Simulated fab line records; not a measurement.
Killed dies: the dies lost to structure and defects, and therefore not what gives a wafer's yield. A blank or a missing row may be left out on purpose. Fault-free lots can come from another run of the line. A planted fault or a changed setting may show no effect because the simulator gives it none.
Split-lot study | flow gf180mcu | route with 602 steps; 5 lots, 18 wafers read

ABOUT THE SPLIT
At GF_TOP_METAL_METAL_ETCH_16 (etches the open film in Cl2/BCl3, stops on SiO2, target depth 1077.5 nm, time 179.6 s), the setting icp-w was moved away from the recipe's 800 W on 4 of the 18 wafers read, by -11.7% to +6.9%. All remaining wafers had this setting at the recipe value.

Reading taken at the split's own step.

THE READING
NOVOLAK_of_TOP_METAL_COAT_09.thk-nm (the simulator's own value, which no gauge read), in nm, at GF_TOP_METAL_METAL_ETCH_16 (etches the open film in Cl2/BCl3, stops on SiO2, target depth 1077.5 nm, time 179.6 s). The file gives no usual value for it. Across the 14 wafers here that went through the recipe, the average is 1067 nm and the standard deviation 7.1 nm.

wafer  | tool, chamber at the split | icp-w as run, W | against the recipe | NOVOLAK_of_TOP_METAL_COAT_09.thk-nm, nm | against lot-mates on the recipe
L075.1 | rie-metal-02, 1            | 706.7           | -11.7%             | 1101                                    | +32
L075.5 | rie-metal-02, 0            | 800             | recipe             | 1078                                    | -
L075.6 | rie-metal-02, 1            | 800             | recipe             | 1060                                    | -
L082.1 | rie-metal-01, 0            | 854.9           | +6.9%              | 1044                                    | -28
L082.2 | rie-metal-01, 0            | 800             | recipe             | 1074                                    | -
L082.4 | rie-metal-01, 0            | 800             | recipe             | 1074                                    | -
L082.3 | rie-metal-01, 0            | 854.9           | +6.9%              | 1039                                    | -33
L082.5 | rie-metal-01, 0            | 800             | recipe             | 1069                                    | -
L083.2 | rie-metal-02, 1            | 800             | recipe             | 1064                                    | -
L083.3 | rie-metal-02, 1            | 800             | recipe             | 1057                                    | -
L083.4 | rie-metal-02, 0            | 800             | recipe             | 1082                                    | -
L084.1 | rie-metal-01, 0,1          | 800             | recipe             | 1064                                    | -
L084.5 | rie-metal-01, 0,1          | 800             | recipe             | 1064                                    | -
L084.2 | rie-metal-01, 1,0          | 800             | recipe             | 1063                                    | -
L084.4 | rie-metal-01, 1,0          | 800             | recipe             | 1063                                    | -
L084.3 | rie-metal-01, 1            | 800             | recipe             | 1060                                    | -
L085.1 | rie-metal-03, 0            | 800             | recipe             | 1070                                    | -
L085.2 | rie-metal-03, 1            | 740             | -7.5%              | 1091                                    | +21
Rows listing several chambers each stand for several wafers; the file does not say which wafer went through which chamber.

THE FIT
A straight line over all 18 wafers: NOVOLAK_of_TOP_METAL_COAT_09.thk-nm changes by -3.24 nm for each +1% of icp-w; r = -0.89; the points scatter about the line by 6.9 nm.
The same after taking each lot's own level away (the mean of its wafers on the recipe; 18 wafers): -3.36 nm for each +1%; r = -0.91; scatter 6.5 nm.
The reading moves by 39 nm for the largest change in icp-w, on that fit.
Measured against the standard deviation above, the lots' own levels, which go from 1062.8 to 1072.3 nm, span 1.3 times it.
Hence the lot-to-lot level has little effect on the slope; both slopes agree.
Check: +43.5 nm against its lot-mates is what the line predicts for one of the wafers moved furthest among these (-11.7%) when that wafer is left out of the fit. It came out at +32 nm against them.

OTHER SPLITS ON THESE WAFERS
Other splits were also applied to these wafers ahead of the reading. Each is held against what the fit with the lots' levels taken away leaves over:
other split on the same wafers  | wafers away from the commonest value | r with NOVOLAK_of_TOP_METAL_COAT_09.thk-nm (lot level and that fit taken away)
GF_MIM_SPUTTER_08 time-s        | 7                                    | -0.05
GF_MIM_DEVELOP_18 dev-temp-c    | 5                                    | +0.06
GF_V5_CMP_04 leave-above-ref-nm | 5                                    | -0.02
GF_V5_ETCH_17 bias-w            | 2                                    | -0.29
GF_TOP_METAL_SPUTTER_00 power-w | 0                                    | -

THE WHOLE CHAIN: every reading that the file lists as answering this split, in the file's order
step                       | what it does                                                                          | reading                                                                              | change (the file's fit)              | r (the file's)
GF_TOP_METAL_METAL_ETCH_16 | etches the open film in Cl2/BCl3, stops on SiO2, target depth 1077.5 nm, time 179.6 s | NOVOLAK_of_TOP_METAL_COAT_09.thk-nm (the simulator's own value, which no gauge read) | -3.31 nm for each +1% of the setting | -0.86
GF_TOP_METAL_STRIP_17      | strips in O2/N2                                                                       | strip-time-to-endpoint-s                                                             | withheld for each +1% of the setting | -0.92

FILE'S OWN FIT
NOVOLAK_of_TOP_METAL_COAT_09.thk-nm changes by -3.31 nm for each +1% of icp-w, r = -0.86.
